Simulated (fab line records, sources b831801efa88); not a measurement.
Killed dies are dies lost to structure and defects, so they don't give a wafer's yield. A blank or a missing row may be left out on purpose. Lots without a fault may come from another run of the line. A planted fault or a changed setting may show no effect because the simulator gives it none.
fab line records | flow sky130
record lots=5 wafers=15 last_day=50
route steps=708 shown LDD_LDN@292 SPACER@304 POLY_CUT@307 SD_P@320 RES_XHIGH@332 SALICIDE@361 PAD_OPEN@708
lots that met no fault: from a run of the same line without faults
start_h: hours from the record's first day to the start of the lot's first wafer shown | wait_h: hours since the lot's step before | " the same as in the row above | L1.1+2: a row that stands for several wafers | - no value, or no start given | * or withheld: withheld | < > ~ a bound
route shown NAME@n: a module of which the file shows steps, and the number in the route of the first | usual: mean/standard deviation of fault-free wafers | same: alike in all rows | chamber/n: place in a boat | sites: the reading at each site | _std_site: their standard deviation | _edge_site: outer sites' mean less inner sites' | radius_mm: how far each site lies from the wafer's centre | mask NAME#n: copy n | behind: the tool/chamber that last shaped the wafer | hold: why the lot was held/for how many hours/how that ended | device: the transistor (n, p or np) that didn't switch | end of line: the same wafers' tests at the end of the route | a step without rows: its recipe alone | killed: dies lost to structure and defects at the first sort, not the wafer's yield | map: a wafer's dies, x killed, . not, _ none there
set.NAME: the setting as run; set.NAME@STEP: as run at that earlier step | model.NAME: the simulator's own value behind a step, which no gauge read
lots at some steps of the route; a table a step, a row a wafer
services: from which hour (start_h, from the record's first day; less than 0 if before it) a tool's chamber was out of use, for how many hours, and why
## steps
# step SKY_LDD_LDN_SOFTBAKE_03
# recipe temp_c=90 time_s=60 resist=NOVOLAK
# step SKY_LDD_LDN_EXPOSE_04
# recipe mask_id=LDNTM na=0.6 source_shape=conventional sigma_outer=0.6 polarization=unpolarized target_cd_nm=700 dose_mj=140
# step SKY_LDD_LDN_PEB_05
# recipe temp_c=withheld time_s=* resist=NOVOLAK
# step SKY_LDD_LDN_DEVELOP_06
# recipe resist=NOVOLAK developer=TMAH develop_time_s=60 dev_temp_c=23
# step SKY_LDD_LDN_OVL_MEAS_07
# usual LDD_LDN_OVL=0.3/1.6
# columns lot.wafer tool chamber start_h wait_h LDD_LDN_OVL[nm]
L278.1 overlay-01 - 572.74 0.1 -1.6
L278.3 " - " " -2.2
L278.5 " - " " -0.8
L284.1 overlay-01 - 621.18 0.1 1.4
L284.5 " - " " 2.3
L284.6 " - " " 2.0
L294.3 overlay-01 - 700.01 0.1 0.5
L294.4 " - " " 1.0
L294.6 " - " " 0.5
L295.2 overlay-02 - 711.10 0.1 1.3
L295.3 " - " " 0.8
L295.4 " - " " 2.2
L296.2 overlay-01 - 712.20 0.1 1.1
L296.3 " - " " 2.0
L296.5 " - " " 2.3
# step SKY_LDD_LDN_IMPLANT_08
# recipe species=As energy_kev=15 dose_cm2=1.25e+13 tilt_deg=withheld rotation_deg=23
# step SKY_LDD_LDN_IMPLANT_09
# recipe species=As energy_kev=15 dose_cm2=1.25e+13 tilt_deg=withheld rotation_deg=113
# step SKY_LDD_LDN_IMPLANT_10
# recipe species=As energy_kev=15 dose_cm2=1.25e+13 tilt_deg=withheld rotation_deg=203
# step SKY_LDD_LDN_IMPLANT_11
# recipe species=As energy_kev=15 dose_cm2=1.25e+13 tilt_deg=withheld rotation_deg=293
# step SKY_LDD_LDN_STRIP_12
# recipe chemistry=O2/N2 power_w=1400 pressure_mtorr=1500 platen_temp_c=withheld o2_flow_sccm=3000 n2_flow_sccm=300 overash_fraction=0.5
# usual drypump_motor_current_A=5.75/0.2 oes_product_au=0.716/0.0045 strip_time_to_endpoint_s=14.19/0.04
# columns lot.wafer tool chamber start_h wait_h drypump_motor_current_A oes_product_au rf_hours_counter_h strip_time_to_endpoint_s
L278.1 plasma_asher-01 0 573.38 0.1 6.09 0.719 72 14.17
L278.3 " 1 " " 5.59 0.713 - 14.23
L278.5 " 0 " " 6.11 0.709 - 14.20
L284.1 plasma_asher-04 1 621.81 0.1 5.75 0.710 19 14.19
L284.5 " 1 " " 5.75 0.714 - 14.18
L284.6 " 0 " " 5.80 0.718 - 14.20
L294.3 plasma_asher-01 0 700.66 0.1 6.09 0.716 - 14.21
L294.4 " 1 " " 5.59 0.719 - 14.22
L294.6 " 1 " " 5.58 0.712 - 14.22
L295.2 plasma_asher-01 0 711.73 0.1 6.08 0.711 87 14.14
L295.3 " 1 " " 5.59 0.718 - 14.13
L295.4 " 0 " " 6.09 0.718 - 14.09
L296.2 plasma_asher-01 0 712.83 0.1 6.09 0.711 87 14.19
L296.3 " 1 " " 5.61 0.715 - 14.19
L296.5 " 1 " " 5.57 0.713 - 14.17
# step SKY_LDD_LDN_TW_MEAS_13
# usual LDD_LDN_TW=1486/10
# columns lot.wafer tool chamber start_h wait_h LDD_LDN_TW
L278.1 film_metro-04 - 573.48 0.1 1483
L278.3 " - " " 1489
L278.5 " - " " 1481
L284.1 film_metro-02 - 621.91 0.1 1473
L284.5 " - " " 1473
L284.6 " - " " 1468
L294.3 film_metro-01 - 700.75 0.1 1500
L294.4 " - " " 1502
L294.6 " - " " 1508
L295.2 film_metro-01 - 711.84 0.1 1497
L295.3 " - " " 1494
L295.4 " - " " 1495
L296.2 film_metro-04 - 712.94 0.1 1493
L296.3 " - " " 1489
L296.5 " - " " 1494
# step SKY_LDD_LDN_CLEAN_14
# recipe chemistry=SC1/SC2 mix=1:4:20 temp_c=70 time_s=150 dry=n2_spin
# step SKY_SPACER_CVD_00
# recipe material=Si3N4 precursor=DCS/NH3 target_thk_nm=43.1 temp_c=770 time_s=740 pressure_mtorr=250
# usual spike_tc_bottom_C=788/3
# columns lot.wafer tool chamber start_h wait_h spike_tc_bottom_C model.Si3N4_of_SPACER_CVD_00.thk_nm
L278.1 lpcvd-02 0 573.59 0.0 790 42.31
L278.3 " 0 " " 792 42.15
L278.5 " 0 " " 789 42.27
L284.1 lpcvd-02 1 622.98 1.0 782 31.87
L284.5 " 1 " " 786 31.8
L284.6 " 1 " " 786 31.94
L294.3 lpcvd-02 1 702.46 1.6 785 42.25
L294.4 " 1 " " 785 42
L294.6 " 1 " " 786 42.21
L295.2 lpcvd-02 1 711.94 0.0 785 42.96
L295.3 " 1 " " 785 43.15
L295.4 " 1 " " 785 42.9
L296.2 lpcvd-02 0 713.15 0.1 792 42.94
L296.3 " 0 " " 794 43.07
L296.5 " 0 " " 792 43.36
# step SKY_SPACER_THK_MEAS_01
# recipe reads=Si3N4_of_SPACER_CVD_00
# usual SPACER_CVD_00_THK=42.9/0.41
# columns lot.wafer tool chamber start_h wait_h hold SPACER_CVD_00_THK[nm]
L278.1 film_metro-04 - 574.80 0.0 - 42.3
L278.3 " - " " - 42.2
L278.5 " - " " - 42.3
L284.1 film_metro-02 - 624.18 0.0 await_dispo/0.2h/release 31.9
L284.5 " - " " await_dispo/0.2h/release 31.8
L284.6 " - " " await_dispo/0.2h/release 31.9
L284.1 film_metro-02 - 624.41 0.2 - 31.9
L284.5 " - " " - 31.8
L284.6 " - " " - 31.9
L294.3 film_metro-03 - 705.19 0.0 - 42.2
L294.4 " - " " - 42.0
L294.6 " - " " - 42.2
L295.2 film_metro-03 - 713.16 0.0 - 43.0
L295.3 " - " " - 43.1
L295.4 " - " " - 42.9
L296.2 film_metro-02 - 714.37 0.0 - 43.0
L296.3 " - " " - 43.1
L296.5 " - " " - 43.4
# step SKY_SPACER_ETCHBACK_02
# recipe chemistry=CH3F/O2 target=Si3N4 stop_on=SiO2 source_w=400 bias_w=80 pressure_mtorr=25 ch3f_flow_sccm=40 O2_flow_sccm=30 time_s=46.7 target_depth_a=450
# usual drypump_motor_current_A=5.6/0.52 oes_product_au=0.853/0.0064 throttle_valve_pct=10.562/0.009
# same time_s=46.7
# columns lot.wafer tool chamber start_h wait_h hold drypump_motor_current_A oes_product_au rf_hours_counter_h throttle_valve_pct model.etch.depth_nm
L278.1 rie_diel-03 2 574.86 0.1 - 5.2 0.850 73 10.551 42.31
L278.3 " 0 " " - 5.6 0.846 8 10.566 42.15
L278.5 " 1 " " - 6.7 0.845 - 10.565 42.27
L284.1 rie_diel-02 3 630.05 5.6 await_dispo/5.6h/release 5.4 0.730 22 10.554 31.87
L284.5 " 2 " " await_dispo/5.6h/release 5.8 0.726 - 10.542 31.8
L284.6 " 1 " " await_dispo/5.6h/release 6.4 0.741 - 10.531 31.94
L294.3 rie_diel-03 3 705.23 0.0 - 4.8 0.850 18 10.568 42.25
L294.4 " 1 " " - 6.7 0.843 4 10.561 42
L294.6 " 0 " " - 5.6 0.846 - 10.572 42.21
L295.2 rie_diel-01 3 713.21 0.0 - 5.7 0.855 9 10.545 42.96
L295.3 " 0 " " - 5.8 0.858 15 10.571 43.15
L295.4 " 2 " " - 5.8 0.852 3 10.559 42.9
L296.2 rie_diel-03 0 714.42 0.0 - 5.6 0.856 11 10.553 42.94
L296.3 " 1 " " - 6.7 0.859 5 10.564 43.07
L296.5 " 1 " " - 6.7 0.857 - 10.562 43.36
# step SKY_POLY_CUT_DEHYDRATE_00
# recipe temp_c=200 time_s=60
# step SKY_POLY_CUT_HMDS_01
# recipe prime_time_s=60 prime_temp_c=120
# step SKY_POLY_CUT_COAT_02
# recipe resist=BARC temp_c=withheld time_s=withheld spin_rpm=3000 resist_thk_nm=60
# step SKY_POLY_CUT_COAT_03
# recipe resist=KrF-thick spin_rpm=3000 resist_thk_nm=450
# step SKY_POLY_CUT_SOFTBAKE_04
# recipe temp_c=100 time_s=90 resist=KrF-thick
# step SKY_POLY_CUT_EXPOSE_05
# recipe mask_id=NPCM na=0.8 source_shape=annular sigma_inner=0.55 sigma_outer=0.85 target_cd_nm=270 dose_mj=32
# step SKY_POLY_CUT_PEB_06
# recipe peb_temp_c=withheld peb_time_s=withheld resist=KrF-thick
# step SKY_POLY_CUT_DEVELOP_07
# recipe develop_time_s=60 resist=KrF-thick dev_temp_c=21
# step SKY_POLY_CUT_CD_MEAS_08
# recipe target_cd_nm=270
# usual cd_nm=270.3/1.2
# columns lot.wafer tool chamber start_h wait_h cd_nm
L278.1 cd_sem-01 - 604.34 - 271.6
L278.3 " - " " 271.4
L278.5 " - " " 271.2
L284.1 cd_sem-01 - 653.34 - 269.7
L284.5 " - " " 267.8
L284.6 " - " " 270.3
L294.3 cd_sem-01 - 732.88 - 272.6
L294.4 " - " " 271.6
L294.6 " - " " 271.7
L295.2 cd_sem-01 - 740.21 - 268.9
L295.3 " - " " 268.6
L295.4 " - " " 268.8
L296.2 cd_sem-02 - 742.23 - 271.4
L296.3 " - " " 270.5
L296.5 " - " " 270.9
# step SKY_POLY_CUT_OVL_MEAS_09
# usual POLY_CUT_OVL=1/5
# columns lot.wafer tool chamber start_h wait_h POLY_CUT_OVL[nm]
L278.1 overlay-01 - 605.18 0.8 2
L278.3 " - " " 3
L278.5 " - " " 1
L284.1 overlay-02 - 653.46 0.1 -3
L284.5 " - " " -2
L284.6 " - " " -5
L294.3 overlay-02 - 732.98 0.1 1
L294.4 " - " " 1
L294.6 " - " " 0
L295.2 overlay-01 - 740.32 0.1 2
L295.3 " - " " 9
L295.4 " - " " 0
L296.2 overlay-02 - 742.34 0.1 -1
L296.3 " - " " 1
L296.5 " - " " 8
# step SKY_POLY_CUT_ETCH_10
# recipe chemistry=N2/H2 target=BARC ion_energy_ev=200 source_w=500 bias_w=100 pressure_mtorr=30 n2_flow_sccm=100 h2_flow_sccm=200 stop_on=SiO2 time_s=45.9 target_depth_a=600
# usual drypump_motor_current_A=5.6/0.43 oes_product_au=0.855/0.0048 throttle_valve_pct=13.223/0.0088
# same time_s=45.9
# columns lot.wafer tool chamber start_h wait_h drypump_motor_current_A oes_product_au rf_hours_counter_h throttle_valve_pct
L278.1 rie_diel-02 3 605.22 0.0 5.4 0.865 21 13.235
L278.3 " 1 " " 6.3 0.859 44 13.222
L278.5 " 1 " " 6.4 0.864 - 13.214
L284.1 rie_diel-01 2 653.50 0.0 5.8 0.851 1 13.217
L284.5 " 0 " " 5.9 0.856 - 13.222
L284.6 " 1 " " 4.9 0.845 - 13.208
L294.3 rie_diel-02 3 733.00 0.0 5.4 0.846 24 13.227
L294.4 " 3 " " 5.5 0.856 - 13.211
L294.6 " 1 " " 6.4 0.851 - 13.227
L295.2 rie_diel-04 3 740.35 0.0 4.8 0.856 6 13.225
L295.3 " 0 " " 5.5 0.859 2 13.199
L295.4 " 1 " " 4.9 0.855 15 13.223
L296.2 rie_diel-01 3 742.37 0.0 5.7 0.852 10 13.230
L296.3 " 1 " " 4.9 0.854 41 13.222
L296.5 " 1 " " 4.9 0.859 - 13.227
# step SKY_POLY_CUT_ETCH_11
# recipe target=Si3N4 chemistry=CF4/CH2F2/Ar stop_on=poly-Si source_w=600 bias_w=153 pressure_mtorr=40 cf4_flow_sccm=40 ch2f2_flow_sccm=20 Ar_flow_sccm=150 time_s=42.5 target_depth_a=600
# usual ch2f2_flow_sccm=20.00/0.058 drypump_motor_current_A=5.6/0.44 oes_product_au=0.824/0.0057 throttle_valve_pct=14.993/0.0092
# same time_s=42.5
# columns lot.wafer tool chamber start_h wait_h ch2f2_flow_sccm drypump_motor_current_A oes_product_au rf_hours_counter_h throttle_valve_pct
L278.1 rie_diel-02 3 605.26 0.0 20.04 5.4 0.820 21 14.996
L278.3 " 1 " " 20.12 6.4 0.820 44 14.998
L278.5 " 1 " " 20.07 6.4 0.823 - 15.000
L284.1 rie_diel-01 2 653.54 0.0 20.10 5.8 0.820 1 14.999
L284.5 " 0 " " 19.99 5.9 0.827 - 14.979
L284.6 " 1 " " 19.92 5.0 0.824 - 14.996
L294.3 rie_diel-02 3 733.04 0.0 20.06 5.4 0.827 24 15.005
L294.4 " 3 " " 20.04 5.4 0.820 - 15.000
L294.6 " 1 " " 19.98 6.3 0.824 - 14.985
L295.2 rie_diel-04 3 740.39 0.0 20.04 4.8 0.825 6 14.994
L295.3 " 0 " " 19.97 5.5 0.829 2 14.999
L295.4 " 1 " " 20.02 5.0 0.821 15 14.988
L296.2 rie_diel-01 3 742.41 0.0 20.00 5.7 0.821 10 14.998
L296.3 " 1 " " 19.97 5.0 0.828 41 15.001
L296.5 " 1 " " 20.13 5.0 0.821 - 15.001
# step SKY_POLY_CUT_STRIP_12
# recipe chemistry=O2/N2 power_w=1400 pressure_mtorr=1500 platen_temp_c=withheld o2_flow_sccm=3000 n2_flow_sccm=300 overash_fraction=0.5
# usual drypump_motor_current_A=5.6/0.32 oes_product_au=0.452/0.0043 strip_time_to_endpoint_s=5.352/0.015
# columns lot.wafer tool chamber start_h wait_h drypump_motor_current_A oes_product_au rf_hours_counter_h strip_time_to_endpoint_s
L278.1 plasma_asher-03 0 605.30 0.0 5.4 0.451 47 5.361
L278.3 " 0 " " 5.4 0.439 - 5.352
L278.5 " 1 " " 5.1 0.454 - 5.350
L284.1 plasma_asher-03 1 653.58 0.0 5.1 0.462 52 5.345
L284.5 " 0 " " 5.5 0.451 - 5.361
L284.6 " 1 " " 5.1 0.452 - 5.349
L294.3 plasma_asher-03 0 733.12 0.1 5.4 0.453 - 5.375
L294.4 " 1 " " 5.1 0.450 - 5.385
L294.6 " 1 " " 5.1 0.453 - 5.363
L295.2 plasma_asher-01 0 740.43 0.0 6.1 0.454 90 5.334
L295.3 " 1 " " 5.6 0.458 - 5.326
L295.4 " 0 " " 6.1 0.448 - 5.331
L296.2 plasma_asher-01 0 742.45 0.0 6.1 0.452 90 5.355
L296.3 " 0 " " 6.1 0.457 - 5.333
L296.5 " 1 " " 5.6 0.449 - 5.355
# step SKY_SD_P_DEHYDRATE_00
# recipe temp_c=200 time_s=60
# step SKY_SD_P_HMDS_01
# recipe prime_time_s=60 prime_temp_c=120
# step SKY_SD_P_COAT_02
# recipe resist=NOVOLAK spin_rpm=3000 resist_thk_nm=1140
# step SKY_SD_P_SOFTBAKE_03
# recipe temp_c=90 time_s=60 resist=NOVOLAK
# step SKY_SD_P_EXPOSE_04
# recipe mask_id=PSDM na=0.6 source_shape=conventional sigma_outer=0.6 polarization=unpolarized target_cd_nm=380 dose_mj=138
# step SKY_SD_P_PEB_05
# recipe temp_c=withheld time_s=* resist=NOVOLAK
# step SKY_SD_P_DEVELOP_06
# recipe resist=NOVOLAK developer=TMAH develop_time_s=60 dev_temp_c=23
# step SKY_SD_P_CD_MEAS_07
# recipe target_cd_nm=380
# usual cd_nm=380.3/2.4
# columns lot.wafer tool chamber start_h wait_h cd_nm
L278.1 cd_sem-01 - 633.47 0.1 376.9
L278.3 " - " " 378.0
L278.5 " - " " 377.1
L284.1 cd_sem-02 - 681.99 0.1 377.2
L284.5 " - " " 378.1
L284.6 " - " " 379.9
L294.3 cd_sem-02 - 760.36 0.1 378.9
L294.4 " - " " 376.6
L294.6 " - " " 377.0
L295.2 cd_sem-02 - 767.94 0.1 379.5
L295.3 " - " " 377.9
L295.4 " - " " 377.9
L296.2 cd_sem-01 - 770.14 0.1 380.6
L296.3 " - " " 380.4
L296.5 " - " " 378.5
# step SKY_SD_P_OVL_MEAS_08
# usual SD_P_OVL=0.5/1.3
# columns lot.wafer tool chamber start_h wait_h SD_P_OVL[nm]
L278.1 overlay-02 - 633.59 0.1 -0.9
L278.3 " - " " -0.9
L278.5 " - " " -0.3
L284.1 overlay-01 - 682.11 0.1 0.1
L284.5 " - " " -1.4
L284.6 " - " " -0.2
L294.3 overlay-02 - 760.46 0.1 1.5
L294.4 " - " " 1.4
L294.6 " - " " 2.9
L295.2 overlay-02 - 768.05 0.1 -2.8
L295.3 " - " " -0.8
L295.4 " - " " -1.3
L296.2 overlay-02 - 770.25 0.1 1.7
L296.3 " - " " 2.5
L296.5 " - " " 3.1
# step SKY_SD_P_IMPLANT_09
# recipe species=BF2 energy_kev=20 dose_cm2=3e+15 tilt_deg=0
# step SKY_SD_P_STRIP_10
# recipe chemistry=O2/N2 power_w=1400 pressure_mtorr=1500 platen_temp_c=withheld o2_flow_sccm=3000 n2_flow_sccm=300 overash_fraction=0.5
# usual drypump_motor_current_A=5.55/0.24 oes_product_au=0.618/0.0043 strip_time_to_endpoint_s=17.49/0.036
# columns lot.wafer tool chamber start_h wait_h drypump_motor_current_A oes_product_au rf_hours_counter_h strip_time_to_endpoint_s
L278.1 plasma_asher-03 1 633.78 0.1 5.15 0.620 50 17.46
L278.3 " 0 " " 5.45 0.612 - 17.51
L278.5 " 1 " " 5.13 0.618 - 17.44
L284.1 plasma_asher-02 1 682.30 0.1 5.51 0.616 102 17.47
L284.5 " 0 " " 5.66 0.607 - 17.43
L284.6 " 1 " " 5.52 0.620 - 17.46
L294.3 plasma_asher-03 0 760.66 0.1 5.44 0.616 - 17.50
L294.4 " 1 " " 5.14 0.614 - 17.48
L294.6 " 1 " " 5.16 0.612 - 17.57
L295.2 plasma_asher-02 0 768.23 0.1 5.66 0.615 2 17.51
L295.3 " 1 " " 5.52 0.618 - 17.53
L295.4 " 0 " " 5.69 0.611 - 17.56
L296.2 plasma_asher-04 1 770.43 0.1 5.79 0.614 35 17.48
L296.3 " 1 " " 5.77 0.616 - 17.44
L296.5 " 1 " " 5.79 0.616 - 17.51
# step SKY_SD_P_TW_MEAS_11
# usual SD_P_TW=2844/14
# columns lot.wafer tool chamber start_h wait_h SD_P_TW
L278.1 film_metro-03 - 633.88 0.1 2853
L278.3 " - " " 2830
L278.5 " - " " 2844
L284.1 film_metro-04 - 682.40 0.1 2835
L284.5 " - " " 2850
L284.6 " - " " 2826
L294.3 film_metro-01 - 760.75 0.1 2839
L294.4 " - " " 2839
L294.6 " - " " 2834
L295.2 film_metro-03 - 768.34 0.1 2865
L295.3 " - " " 2875
L295.4 " - " " 2878
L296.2 film_metro-01 - 770.54 0.1 2808
L296.3 " - " " 2811
L296.5 " - " " 2815
# step SKY_RES_XHIGH_DEHYDRATE_00
# recipe temp_c=200 time_s=60
# step SKY_RES_XHIGH_HMDS_01
# recipe prime_time_s=60 prime_temp_c=120
# step SKY_SALICIDE_CLEAN_00
# recipe chemistry=HF-last time_s=30 dilution=100:1 dry=ipa_marangoni
# same time_s=30
# columns lot.wafer tool chamber start_h wait_h model.Si3N4_of_SPACER_CVD_00.thk_nm
L278.1 wet_bench-04 3 692.07 0.1 41.34
L278.3 " 3 " " 41.18
L278.5 " 3 " " 41.3
L284.1 wet_bench-01 0 739.66 0.2 30.87
L284.5 " 0 " " 30.81
L284.6 " 0 " " 30.95
L294.3 wet_bench-01 3 814.76 0.1 41.27
L294.4 " 3 " " 41.03
L294.6 " 3 " " 41.23
L295.2 wet_bench-02 3 822.07 0.1 41.97
L295.3 " 3 " " 42.16
L295.4 " 3 " " 41.9
L296.2 wet_bench-01 1 824.74 0.1 41.97
L296.3 " 1 " " 42.1
L296.5 " 1 " " 42.39
# step SKY_PAD_OPEN_PROBE_99
# usual killed_at_M0_to_M3=43/7.6 killed_at_M4_up=2.9/1.9 killed_at_contacts=24/5 killed_at_front_end=15/4.3 killed_at_other=0.3/0.54 killed_dies=85/10 killed_open=47/7 killed_short=38/6.4
# same gross_dies=492 killed_at_back_side=0
# columns lot.wafer tool chamber start_h wait_h killed_at_M0_to_M3 killed_at_M4_up killed_at_contacts killed_at_front_end killed_at_other killed_dies killed_open killed_short model.etest.pfet_01v8.r_on_ohm_um model.etest.pfet_g5v0d10v5.r_on_ohm_um model.etest.nfet_g5v0d10v5.r_on_ohm_um model.etest.sonos_uncharged.r_on_ohm_um model.etest.res_pdiff.line_ohm_um model.etest.pfet_01v8.drive_ua_um model.etest.nfet_01v8_lvt.drive_ua_um model.etest.pfet_01v8_hvt.drive_ua_um
L278.1 prober-01 - 1111.08 0.1 59 4 17 12 0 92 46 46 2854 4776 1914 820 1389 196.2 576.4 145.6
L278.3 prober-01 - 1111.18 0.2 41 1 18 15 0 75 45 30 2829 4775 1890 821.6 1362 196.7 566.6 147.9
L278.5 prober-01 - 1111.28 0.2 31 4 18 16 0 69 41 28 2859 4811 1902 804 1335 197.1 579.5 147.3
L284.1 prober-01 - 1146.48 0.1 61 7 29 11 0 108 60 48 2473 4631 1839 736.1 1260 233.8 600.8 177.8
L284.5 prober-01 - 1146.68 0.2 57 3 25 14 1 100 54 46 2515 4728 1877 757.4 1266 227.2 602.7 171.4
L284.6 prober-01 - 1146.73 0.2 49 5 31 20 0 105 61 44 2536 4695 1854 740.9 1256 224.1 610.8 170.7
L294.3 prober-01 - 1196.42 0.2 56 3 25 7 0 91 45 46 2861 4818 1918 803.7 1348 196.7 562.6 145.4
L294.4 prober-01 - 1196.47 0.2 36 0 31 10 0 77 46 31 2860 4843 1917 801.2 1330 196.4 569.4 146.3
L294.6 prober-01 - 1196.57 0.2 46 2 22 13 0 83 52 31 2898 4855 1902 803.1 1348 191.1 562.4 144.6
L295.2 prober-02 - 1199.43 0.1 43 6 15 23 0 87 44 43 2837 4738 1912 801 1376 196.7 578.6 146.7
L295.3 prober-02 - 1199.48 0.2 48 5 23 18 0 94 52 42 2834 4801 1908 800.9 1364 197.3 563.7 146.2
L295.4 prober-02 - 1199.53 0.2 51 2 17 17 0 87 42 45 2804 4735 1873 797.1 1366 200.1 563.5 149.4
L296.2 prober-01 - 1199.78 0.1 50 2 22 14 0 88 39 49 2984 4928 1986 801 1407 186.2 552.1 139.2
L296.3 prober-01 - 1199.83 0.2 53 0 20 12 1 86 45 41 2941 4930 1959 812.5 1383 190.3 560.5 139.9
L296.5 prober-01 - 1199.93 0.2 43 2 24 14 0 83 42 41 2941 4852 1947 817.3 1373 190.8 566.4 141.9
# killed by level:class
L278.1 VIA3:geometric_particle:open=14 METAL1:geometric_particle:short=11 VIA1:geometric_particle:short=9 CONTACT:geometric_particle:open=6 VIA2:geometric_particle:open=6 VIA1:geometric_particle:open=5 METAL4:geometric_particle:short=4 LI_CONTACT:geometric_particle:open=4
L278.3 VIA1:geometric_particle:open=9 CONTACT:geometric_particle:open=7 FIELD_ISO:geometric_particle:open=6 METAL1:geometric_particle:short=5 LI_CONTACT:geometric_particle:open=5 VIA1:geometric_particle:short=5 VIA2:geometric_particle:open=5 POLY_GATE:geometric_particle:short=4
L278.5 LI_CONTACT:geometric_particle:open=9 VIA1:geometric_particle:open=6 VIA3:geometric_particle:open=6 FIELD_ISO:geometric_particle:open=5 POLY_GATE:geometric_particle:short=5 FIELD_ISO:geometric_particle:short=4 CONTACT:geometric_particle:open=4 VIA2:geometric_particle:open=4
L284.1 VIA1:geometric_particle:open=11 LI_CONTACT:geometric_particle:open=9 VIA2:geometric_particle:open=9 VIA3:geometric_particle:open=8 CONTACT:geometric_particle:short=7 CONTACT:geometric_particle:open=7 VIA1:geometric_particle:short=7 METAL2:geometric_particle:short=6
L284.5 VIA1:geometric_particle:open=15 METAL2:geometric_particle:short=10 CONTACT:geometric_particle:open=8 VIA3:geometric_particle:open=8 LI_CONTACT:geometric_particle:open=6 LOCAL_INTERCONNECT:geometric_particle:short=6 VIA2:geometric_particle:open=6 METAL1:geometric_particle:short=5
L284.6 VIA1:geometric_particle:open=16 LI_CONTACT:geometric_particle:open=9 POLY_GATE:geometric_particle:open=7 CONTACT:geometric_particle:short=7 VIA2:geometric_particle:open=7 VIA3:geometric_particle:open=7 POLY_GATE:geometric_particle:short=5 LOCAL_INTERCONNECT:geometric_particle:short=5
L294.3 CONTACT:geometric_particle:open=12 METAL1:geometric_particle:short=10 VIA3:geometric_particle:open=9 LI_CONTACT:geometric_particle:open=8 METAL2:geometric_particle:short=6 VIA2:geometric_particle:open=6 VIA3:geometric_particle:short=6 VIA1:geometric_particle:open=5
L294.4 CONTACT:geometric_particle:open=14 LI_CONTACT:geometric_particle:open=10 VIA1:geometric_particle:open=6 METAL1:geometric_particle:short=6 VIA3:geometric_particle:short=5 METAL2:geometric_particle:short=4 VIA2:geometric_particle:open=4 LOCAL_INTERCONNECT:geometric_particle:short=3
L294.6 VIA1:geometric_particle:open=12 VIA3:geometric_particle:open=10 VIA2:geometric_particle:open=9 CONTACT:geometric_particle:open=6 POLY_GATE:geometric_particle:short=5 LOCAL_INTERCONNECT:geometric_particle:short=5 CONTACT:geometric_particle:short=4 LI_CONTACT:geometric_particle:open=3
L295.2 FIELD_ISO:geometric_particle:open=9 FIELD_ISO:geometric_particle:short=9 VIA1:geometric_particle:open=7 VIA1:geometric_particle:short=6 VIA3:geometric_particle:open=6 LOCAL_INTERCONNECT:geometric_particle:short=5 METAL1:geometric_particle:short=5 CONTACT:geometric_particle:open=5
L295.3 VIA1:geometric_particle:open=11 CONTACT:geometric_particle:open=9 FIELD_ISO:geometric_particle:open=8 VIA3:geometric_particle:open=8 FIELD_ISO:geometric_particle:short=6 VIA2:geometric_particle:open=6 VIA1:geometric_particle:short=6 LOCAL_INTERCONNECT:geometric_particle:short=5
L295.4 FIELD_ISO:geometric_particle:short=10 VIA3:geometric_particle:open=9 METAL2:geometric_particle:short=8 VIA1:geometric_particle:short=7 VIA1:geometric_particle:open=7 VIA2:geometric_particle:open=6 CONTACT:geometric_particle:open=6 LI_CONTACT:geometric_particle:open=3
L296.2 METAL2:geometric_particle:short=10 VIA1:geometric_particle:short=8 VIA1:geometric_particle:open=8 CONTACT:geometric_particle:open=7 LI_CONTACT:geometric_particle:open=6 METAL1:geometric_particle:short=6 FIELD_ISO:geometric_particle:open=5 CONTACT:geometric_particle:short=5
L296.3 VIA1:geometric_particle:open=12 VIA1:geometric_particle:short=9 VIA2:geometric_particle:open=8 VIA3:geometric_particle:open=7 METAL2:geometric_particle:short=7 LI_CONTACT:geometric_particle:open=5 CONTACT:geometric_particle:open=5 POLY_GATE:geometric_particle:open=4
L296.5 VIA3:geometric_particle:open=10 VIA1:geometric_particle:open=8 METAL2:geometric_particle:short=7 LI_CONTACT:geometric_particle:open=6 CONTACT:geometric_particle:short=6 CONTACT:geometric_particle:open=6 FIELD_ISO:geometric_particle:short=5 VIA1:geometric_particle:short=4
## services
# columns tool chamber start_h hours kind
rie_diel-04 - 580.40 2.8 pm
rie_diel-02 0 580.45 4.2 repair
rie_diel-02 0 587.60 8.4 repair
rie_diel-02 3 591.47 3.3 repair
rie_diel-02 2 591.71 2.5 repair
rie_diel-01 1 594.20 1.3 repair
rie_diel-02 2 603.24 9.4 repair
rie_diel-01 3 616.17 1.9 repair
rie_diel-03 1 654.45 24.7 repair
rie_diel-03 3 660.09 6.6 repair
plasma_asher-03 - 661.21 2.8 pm
plasma_asher-02 - 665.20 16.8 repair
rie_diel-04 0 685.70 4.7 repair
rie_diel-02 0 685.81 2.6 repair
rie_diel-01 3 687.91 8.4 repair
rie_diel-03 3 689.28 3.3 repair
wet_bench-01 - 712.45 2.0 repair
rie_diel-02 0 724.90 11.1 repair
lpcvd-02 - 729.09 1.3 repair
plasma_asher-01 - 732.18 2.8 pm
plasma_asher-02 - 733.80 9.0 pm
plasma_asher-02 - 751.26 4.6 repair
lpcvd-02 - 806.65 0.8 pm
plasma_asher-01 - 815.12 2.1 repair
## key
first_sign step=SKY_SPACER_THK_MEAS_01 reading=visit direction=added
effect step=SKY_SPACER_THK_MEAS_01 reading=SPACER_CVD_00_THK direction=down sigmas=27 usual=42.9 struck=31.9
effect step=SKY_SPACER_ETCHBACK_02 reading=oes_product_au direction=down sigmas=19 usual=0.853 struck=0.732
model_effect step=SKY_SPACER_CVD_00 value=Si3N4_of_SPACER_CVD_00.thk_nm without=43.3 struck=31.87
model_effect step=SKY_SPACER_ETCHBACK_02 value=etch.depth_nm without=43.3 struck=31.87
model_effect step=SKY_SALICIDE_CLEAN_00 value=Si3N4_of_SPACER_CVD_00.thk_nm without=42.3 struck=30.87
model_effect step=SKY_PAD_OPEN_PROBE_99 value=etest.pfet_01v8.r_on_ohm_um without=2864 struck=2508
met_at SKY_SPACER_CVD_00
struck_wafers L284.1,L284.5,L284.6
tester_left_out L284
also_fits SKY_LDD_LDN_STRIP_12:plasma_asher-04
fault kind=process_parameter_drift tool=lpcvd-02 chamber=1 onset_h=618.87 steps=SKY_SPACER_CVD_00 channel=target_thk_nm offset=-11.428 shape=step end_h=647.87 acts_in=these_recipes_only stated=43.1
# tester_left_out: of these lots the tester's yield and bins aren't shown, on N5 and GAA mostly nor the transistor test; their killed dies are dies lost to structure and defects alone, not to doping, threshold or leakage, so they don't give the yield
